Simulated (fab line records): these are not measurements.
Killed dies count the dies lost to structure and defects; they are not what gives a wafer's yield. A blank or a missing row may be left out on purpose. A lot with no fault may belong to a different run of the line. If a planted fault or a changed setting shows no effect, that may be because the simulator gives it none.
fab line records	flow gf180mcu
[record] lots = 10	wafers = 30	last_day = 34
route steps=602 shown V1@336 M2@379 M3@411
lots that met no fault: from a run of the same line without faults
start_h: start of the lot's first displayed wafer, in hours after the record's first day	wait_h: time in hours since the lot's previous step	" as in the row above	L1.1+2: one row covering several wafers at once	- value missing, or start not given	* or withheld: withheld	< > ~ a bound
route shown NAME@n: NAME is a module with steps in the file, n the number in the route of the first one	usual: mean and standard deviation over wafers with no fault	same: alike in all rows	chamber/n: place in a boat	sites: readings site by site	_std_site: their standard deviation	_edge_site: mean of outer sites minus mean of inner sites	radius_mm: how far each site lies from the wafer's centre	mask NAME#n: copy n	behind: the tool/chamber that last shaped the wafer	hold: reason for holding the lot/hours on hold/outcome of the hold	device: which transistor (n, p or np) failed to switch	end of line: tests of these same wafers at the route's end	a step with no rows: only its recipe	killed: at the first sort, the dies lost to defects and structure; wafer yield is something else	map: the dies of a wafer, with x for killed, . for not killed, _ for no die there
set.NAME: the setting as run; set.NAME@STEP: as run at that earlier step	model.NAME: the simulator's own value behind a step, which no gauge read
route steps across a sampled set of lots; one table per step, one row per wafer
services: a tool's chamber out of use, with start hour (start_h, from the record's first day; less than 0 if before it), hours out, and reason
[[steps]]
[step GF_V1_THK_MEAS_01]
[recipe] reads = SiO2_of_V1_CVD_00
[usual] V1_CVD_00_THK = 604/6.2
lot.wafer	tool	chamber	start_h	wait_h	V1_CVD_00_THK[nm]
L929.1	film_metro-03	-	387.39	0.1	609
L929.3	"	-	"	"	608
L929.4	"	-	"	"	607
L930.2	film_metro-04	-	397.94	0.0	608
L930.4	"	-	"	"	607
L930.6	"	-	"	"	602
L931.2	film_metro-01	-	413.97	0.0	595
L931.4	"	-	"	"	598
L931.6	"	-	"	"	601
L932.2	film_metro-04	-	424.85	0.0	611
L932.3	"	-	"	"	603
L932.6	"	-	"	"	604
L933.1	film_metro-03	-	433.53	0.0	605
L933.2	"	-	"	"	608
L933.4	"	-	"	"	615
L941.1	film_metro-01	-	501.75	0.0	605
L941.3	"	-	"	"	612
L941.5	"	-	"	"	614
L946.2	film_metro-03	-	548.29	0.0	603
L946.3	"	-	"	"	598
L946.5	"	-	"	"	600
L947.1	film_metro-03	-	573.59	0.0	612
L947.2	"	-	"	"	602
L947.4	"	-	"	"	601
L950.2	film_metro-04	-	574.33	0.0	578
L950.5	"	-	"	"	595
L950.6	"	-	"	"	597
L951.1	film_metro-01	-	576.08	0.0	603
L951.4	"	-	"	"	609
L951.6	"	-	"	"	606
[step GF_M2_STRIP_17]
[recipe] chemistry = O2/N2	power_w = 1400	pressure_mtorr = 1500	platen_temp_c = 250	o2_flow_sccm = 3000	n2_flow_sccm = 300	overash_fraction = 0.5
[usual] drypump_motor_current_A = 5.6/0.47	heater_power_w = 331/26	o2_flow_sccm = 3000/9.6	oes_product_au = 0.537/0.0049	platen_temp_c = 250.02/0.2	strip_time_to_endpoint_s = 7.38/0.046
lot.wafer	tool	chamber	start_h	wait_h	drypump_motor_current_A	heater_power_w	o2_flow_sccm	oes_product_au	platen_temp_c	rf_hours_counter_h	strip_time_to_endpoint_s
L929.1	plasma_asher-04	1	435.93	0.1	6.0	357	2990	0.532	249.82	0	7.46
L929.3	"	0	"	"	5.3	308	3021	0.539	249.94	-	7.49
L929.4	"	1	"	"	6.0	358	3002	0.542	250.10	-	7.46
L930.2	plasma_asher-01	0	447.72	0.1	6.3	348	2976	0.538	249.99	65	7.39
L930.4	"	0	"	"	6.3	348	2991	0.531	250.13	-	7.36
L930.6	"	1	"	"	6.1	318	3015	0.535	250.25	-	7.40
L931.2	plasma_asher-04	1	464.18	0.1	6.0	368	2989	0.535	249.76	3	7.32
L931.4	"	0	"	"	5.3	306	3011	0.536	250.23	-	7.29
L931.6	"	0	"	"	5.3	304	2994	0.534	250.36	-	7.30
L932.2	plasma_asher-02	1	475.43	0.1	5.4	363	2990	0.539	249.92	85	7.42
L932.3	"	1	"	"	5.5	363	3020	0.538	250.06	-	7.43
L932.6	"	1	"	"	5.5	368	3002	0.534	250.00	-	7.41
L933.1	plasma_asher-04	0	484.08	0.1	5.3	305	3001	0.534	250.10	5	7.41
L933.2	"	1	"	"	6.0	350	3020	0.541	250.17	5	7.42
L933.4	"	1	"	"	6.0	353	3008	0.535	250.44	-	7.39
L941.1	plasma_asher-02	1	549.87	0.1	5.5	378	3013	0.545	249.90	92	7.42
L941.3	"	1	"	"	5.5	370	2994	0.539	249.91	-	7.43
L941.5	"	1	"	"	5.5	358	2995	0.540	250.15	-	7.41
L946.2	plasma_asher-04	0	597.37	0.2	5.3	313	2996	0.531	249.50	17	7.40
L946.3	"	0	"	"	5.3	301	2996	0.535	249.74	-	7.40
L946.5	"	0	"	"	5.2	310	2987	0.527	249.54	-	7.41
L947.1	plasma_asher-02	0	620.37	0.1	4.7	290	3003	0.536	250.11	99	7.36
L947.2	"	1	"	"	5.5	356	3005	0.532	250.15	99	7.34
L947.4	"	1	"	"	5.5	364	3007	0.545	249.92	-	7.38
L950.2	plasma_asher-04	1	621.84	0.1	6.0	363	3006	0.535	250.01	20	7.39
L950.5	"	1	"	"	6.0	352	2996	0.538	249.69	-	7.37
L950.6	"	0	"	"	5.3	314	2998	0.538	250.15	-	7.42
L951.1	plasma_asher-04	0	622.84	0.1	5.3	311	2998	0.528	250.01	20	7.34
L951.4	"	0	"	"	5.3	309	2997	0.542	250.10	-	7.38
L951.6	"	0	"	"	5.3	307	2992	0.536	250.15	-	7.36
[step GF_M3_SPUTTER_02]
[recipe] material = AlCu	target_thk_nm = 450	power_w = 10600	time_s = 23.9	chamber_pressure_pa = 0.4
[usual] cathode_dc_power_W = 10600/1.9	throttle_valve_pct = 29.8/0.7
lot.wafer	tool	chamber	start_h	wait_h	cathode_dc_power_W	throttle_valve_pct
L929.1	pvd_sputter-03	-	462.21	0.0	10599	29.7
L929.3	"	-	"	"	10598	29.2
L929.4	"	-	"	"	10600	29.4
L930.2	pvd_sputter-01	-	474.94	0.0	10599	31.0
L930.4	"	-	"	"	10601	28.8
L930.6	"	-	"	"	10602	29.4
L931.2	pvd_sputter-02	-	491.19	0.0	10599	28.8
L931.4	"	-	"	"	10601	30.7
L931.6	"	-	"	"	10602	29.8
L932.2	pvd_sputter-01	-	502.82	0.0	10600	29.1
L932.3	"	-	"	"	10601	29.1
L932.6	"	-	"	"	10600	29.6
L933.1	pvd_sputter-02	-	510.36	0.0	10602	29.8
L933.2	"	-	"	"	10601	30.3
L933.4	"	-	"	"	10599	30.7
L941.1	pvd_sputter-02	-	577.57	0.0	10598	29.7
L941.3	"	-	"	"	10599	28.7
L941.5	"	-	"	"	10602	29.8
L946.2	pvd_sputter-01	-	621.20	0.0	10597	29.4
L946.3	"	-	"	"	10597	29.3
L946.5	"	-	"	"	10600	29.4
L947.1	pvd_sputter-01	-	644.15	0.0	10600	29.2
L947.2	"	-	"	"	10601	30.8
L947.4	"	-	"	"	10602	29.3
L950.2	pvd_sputter-03	-	644.91	0.0	10602	29.6
L950.5	"	-	"	"	10602	29.4
L950.6	"	-	"	"	10600	29.4
L951.1	pvd_sputter-01	-	646.15	0.0	10599	29.1
L951.4	"	-	"	"	10599	29.5
L951.6	"	-	"	"	10602	29.1
[step GF_M3_RS_MEAS_05]
[recipe] thk_meas_gauge = four-point-probe	reads = TiN_of_M3_SPUTTER_04+Ti_of_M3_SPUTTER_03+AlCu_of_M3_SPUTTER_02+TiN_of_M3_SPUTTER_01+Ti_of_M3_SPUTTER_00
[usual] M3_ALCU_RS = 0.0697/0.00079
lot.wafer	tool	chamber	start_h	wait_h	M3_ALCU_RS[ohm/sq]
L929.1	film_metro-03	-	462.30	0.0	0.0694
L929.3	"	-	"	"	0.0705
L929.4	"	-	"	"	0.0704
L930.2	film_metro-04	-	475.05	0.0	0.0694
L930.4	"	-	"	"	0.0698
L930.6	"	-	"	"	0.0697
L931.2	film_metro-03	-	491.30	0.0	0.0700
L931.4	"	-	"	"	0.0698
L931.6	"	-	"	"	0.0705
L932.2	film_metro-03	-	502.93	0.0	0.0688
L932.3	"	-	"	"	0.0691
L932.6	"	-	"	"	0.0697
L933.1	film_metro-03	-	510.45	0.0	0.0698
L933.2	"	-	"	"	0.0699
L933.4	"	-	"	"	0.0703
L941.1	film_metro-03	-	577.66	0.0	0.0715
L941.3	"	-	"	"	0.0868
L941.5	"	-	"	"	0.0710
L946.2	film_metro-03	-	621.31	0.0	0.0689
L946.3	"	-	"	"	0.0687
L946.5	"	-	"	"	0.0694
L947.1	film_metro-02	-	644.24	0.0	0.0689
L947.2	"	-	"	"	0.0690
L947.4	"	-	"	"	0.0697
L950.2	film_metro-03	-	645.02	0.0	0.0703
L950.5	"	-	"	"	0.0707
L950.6	"	-	"	"	0.0706
L951.1	film_metro-02	-	646.24	0.0	0.0682
L951.4	"	-	"	"	0.0692
L951.6	"	-	"	"	0.0685
[step GF_M3_THK_MEAS_06]
[recipe] thk_meas_gauge = xrf	reads = AlCu_of_M3_SPUTTER_02
[usual] M3_ALCU_THK = 448/5.4
lot.wafer	tool	chamber	start_h	wait_h	M3_ALCU_THK[nm]
L929.1	film_metro-03	-	462.42	0.1	449
L929.3	"	-	"	"	444
L929.4	"	-	"	"	443
L930.2	film_metro-04	-	475.16	0.1	451
L930.4	"	-	"	"	449
L930.6	"	-	"	"	451
L931.2	film_metro-03	-	491.41	0.1	441
L931.4	"	-	"	"	445
L931.6	"	-	"	"	440
L932.2	film_metro-03	-	503.04	0.1	452
L932.3	"	-	"	"	451
L932.6	"	-	"	"	449
L933.1	film_metro-03	-	510.57	0.1	448
L933.2	"	-	"	"	446
L933.4	"	-	"	"	444
L941.1	film_metro-03	-	577.78	0.1	434
L941.3	"	-	"	"	373
L941.5	"	-	"	"	437
L946.2	film_metro-03	-	621.42	0.1	451
L946.3	"	-	"	"	458
L946.5	"	-	"	"	453
L947.1	film_metro-02	-	644.36	0.1	451
L947.2	"	-	"	"	452
L947.4	"	-	"	"	447
L950.2	film_metro-03	-	645.13	0.1	446
L950.5	"	-	"	"	443
L950.6	"	-	"	"	444
L951.1	film_metro-02	-	646.36	0.1	457
L951.4	"	-	"	"	453
L951.6	"	-	"	"	456
[step GF_M3_STRIP_17]
[recipe] chemistry = O2/N2	power_w = 1400	pressure_mtorr = 1500	platen_temp_c = 250	o2_flow_sccm = 3000	n2_flow_sccm = 300	overash_fraction = 0.5
[usual] drypump_motor_current_A = 5.4/0.51	heater_power_w = 323/31	o2_flow_sccm = 3000/8.8	oes_product_au = 0.537/0.0054	platen_temp_c = 249.99/0.19	strip_time_to_endpoint_s = 7.38/0.064
lot.wafer	tool	chamber	start_h	wait_h	drypump_motor_current_A	heater_power_w	o2_flow_sccm	oes_product_au	platen_temp_c	rf_hours_counter_h	strip_time_to_endpoint_s
L929.1	plasma_asher-02	1	486.88	0.1	5.5	369	3002	0.539	250.11	86	7.40
L929.3	"	1	"	"	5.5	372	3009	0.548	249.96	-	7.41
L929.4	"	0	"	"	4.7	292	2999	0.540	250.15	-	7.42
L930.2	plasma_asher-02	0	498.95	0.1	4.7	291	3006	0.541	249.72	87	7.27
L930.4	"	0	"	"	4.7	290	2993	0.551	250.05	-	7.41
L930.6	"	0	"	"	4.7	294	2995	0.521	249.98	-	7.32
L931.2	plasma_asher-03	1	515.13	0.1	5.6	296	2985	0.545	249.96	39	7.47
L931.4	"	0	"	"	5.2	323	2993	0.528	249.93	-	7.39
L931.6	"	1	"	"	5.6	291	2994	0.538	249.98	-	7.40
L932.2	plasma_asher-02	1	526.55	0.1	5.5	365	3006	0.532	250.26	90	7.33
L932.3	"	0	"	"	4.7	291	2997	0.540	250.15	-	7.33
L932.6	"	0	"	"	4.7	284	2991	0.539	250.12	-	7.36
L933.1	plasma_asher-03	0	534.20	0.1	5.2	319	2998	0.542	249.99	41	7.38
L933.2	"	1	"	"	5.6	288	3011	0.524	250.13	41	7.39
L933.4	"	0	"	"	5.2	329	3009	0.541	250.04	-	7.38
L941.1	plasma_asher-01	1	599.11	0.2	6.0	318	2995	0.530	250.30	81	7.30
L941.3	"	0	"	"	6.3	339	3004	0.530	250.13	-	7.28
L941.5	"	1	"	"	6.1	315	3002	0.533	250.19	-	7.28
L946.2	plasma_asher-02	0	642.25	0.2	4.7	288	2998	0.532	250.06	101	7.36
L946.3	"	0	"	"	4.7	298	2998	0.543	250.14	-	7.35
L946.5	"	0	"	"	4.7	293	3012	0.536	249.88	-	7.36
L947.1	plasma_asher-02	0	664.27	0.1	4.7	283	2999	0.529	249.67	103	7.31
L947.2	"	1	"	"	5.4	366	3004	0.535	250.01	103	7.35
L947.4	"	0	"	"	4.7	291	2998	0.532	249.75	-	7.36
L950.2	plasma_asher-03	0	665.18	0.1	5.2	326	3016	0.540	249.84	55	7.36
L950.5	"	1	"	"	5.7	291	2996	0.531	249.78	-	7.36
L950.6	"	0	"	"	5.1	322	3003	0.533	249.96	-	7.44
L951.1	plasma_asher-01	1	665.96	0.2	6.1	316	2996	0.540	250.01	89	7.43
L951.4	"	0	"	"	6.3	346	2997	0.546	249.69	-	7.47
L951.6	"	0	"	"	6.3	340	3000	0.547	250.07	-	7.48
[[services]]
tool	chamber	start_h	hours	kind
plasma_asher-03	-	413.87	2.8	pm
pvd_sputter-01	3	417.05	-	consumable_replace:kit
pvd_sputter-01	3	417.05	18.0	scheduled_down
pvd_sputter-01	3	417.05	18.0	vent_cycle
plasma_asher-04	-	421.25	9.0	pm
plasma_asher-04	0	421.25	9.0	vent_cycle
plasma_asher-04	1	421.25	9.0	vent_cycle
plasma_asher-04	0	430.25	-	clean
plasma_asher-04	1	430.25	-	clean
pvd_sputter-01	-	449.30	4.1	repair
plasma_asher-04	-	451.01	1.0	repair
pvd_sputter-03	-	515.05	0.8	repair
pvd_sputter-03	-	515.20	4.9	repair
pvd_sputter-01	-	523.61	0.9	repair
pvd_sputter-01	-	546.80	2.7	repair
pvd_sputter-02	-	563.62	1.8	repair
plasma_asher-01	-	565.52	2.8	pm
plasma_asher-02	-	571.81	6.5	pm
pvd_sputter-01	-	580.93	3.8	repair
plasma_asher-03	-	600.53	15.6	pm
pvd_sputter-01	2	621.29	-	consumable_replace:kit
pvd_sputter-01	2	621.29	18.0	scheduled_down
plasma_asher-02	-	637.38	3.6	repair
plasma_asher-01	-	651.53	3.1	repair
[[key]]
[first_sign] step = GF_M3_RS_MEAS_05	reading = M3_ALCU_RS	direction = up	sigmas = 22	usual = 0.0697	struck = 0.0868
[effect] step = GF_M3_THK_MEAS_06	reading = M3_ALCU_THK	direction = down	sigmas = 14	usual = 448	struck = 373
met_at GF_M3_SPUTTER_02
struck_lots L941
struck_wafers L941.3
not_acting_at GF_V1_THK_MEAS_01,GF_M2_STRIP_17,GF_M3_STRIP_17
onset_between 491.19 577.57
[fault] kind = site_profile_drift	tool = pvd_sputter-02	chamber = -	onset_h = 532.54	steps = GF_M3_SPUTTER_02	basis = fraction	max_abs_drift = 0.33216	slope_share_per_hr = 73.814	site_pattern = 0,0,0,0,0,-1,-1,-1,-1	scope = struck_wafers_only
